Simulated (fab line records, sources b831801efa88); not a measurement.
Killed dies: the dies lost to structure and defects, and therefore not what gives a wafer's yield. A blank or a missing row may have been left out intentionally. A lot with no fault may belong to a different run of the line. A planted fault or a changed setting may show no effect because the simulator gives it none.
Matching of chambers | flow sky130 | SKY_VIA1_ETCH_14 on rie diel-04: 4 sister chambers
The step etches BARC in N2/H2, stops on SiO2, time 45.9 s, target depth 60 nm. 8 wafers are shown with their chamber, then 7 later ones without.

== WAFERS WITH THEIR CHAMBER ==
wafer  | chamber | oes product au (a.u.) | throttle valve pct (%)
L979.6 | 3       | 0.851                 | 13.224
L983.4 | 3       | 0.856                 | 13.228
L983.5 | 2       | 0.853                 | 13.231
L987.1 | 1       | 0.859                 | 13.239
L987.3 | 0       | 0.862                 | 13.232
L987.4 | 2       | 0.864                 | 13.240
L989.3 | 1       | 0.847                 | 13.221
L989.5 | 0       | 0.850                 | 13.231

== WAFERS WHOSE CHAMBER IS MISSING ==
wafer  | oes product au (a.u.) | throttle valve pct (%)
L989.6 | 0.859                 | 13.238
L990.3 | 0.854                 | 13.234
L990.4 | 0.852                 | 13.234
L990.6 | 0.857                 | 13.223
L100.1 | 0.849                 | 13.241
L100.4 | 0.849                 | 13.222
L100.6 | 0.850                 | 13.224

== CHAMBER TAKEN BY EACH ==
wafer  | from the rows above               | in truth
L989.6 | can't be placed: 2 or 0 or 1 or 3 | 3
L990.3 | can't be placed: 0 or 1 or 2 or 3 | 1
L990.4 | can't be placed: 1 or 0 or 2 or 3 | 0
L990.6 | can't be placed: 3 or 1 or 0 or 2 | 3
L100.1 | can't be placed: 2 or 1 or 0 or 3 | 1
L100.4 | can't be placed: 3 or 1 or 0 or 2 | 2
L100.6 | can't be placed: 3 or 1 or 0 or 2 | 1
Placed correctly: 0 of 7. Cannot be placed on the basis of these rows: 7; the candidates contain the true chamber in 7. Wrongly placed: 0.
How it was worked out, from the rows above alone: a wafer's distance from a chamber is the root of the sum, over the readings, of the square of ((its reading less the chamber's mean) divided by the reading's scatter). The wafer belongs to the nearest chamber; if the next one is less than 2 further off, it can't be placed. The mean given for a chamber averages the wafers shown for that chamber. The scatter is the square root of a quotient: the sum, over the shown wafers, of each reading's squared deviation from its chamber's mean, divided by wafers minus chambers.
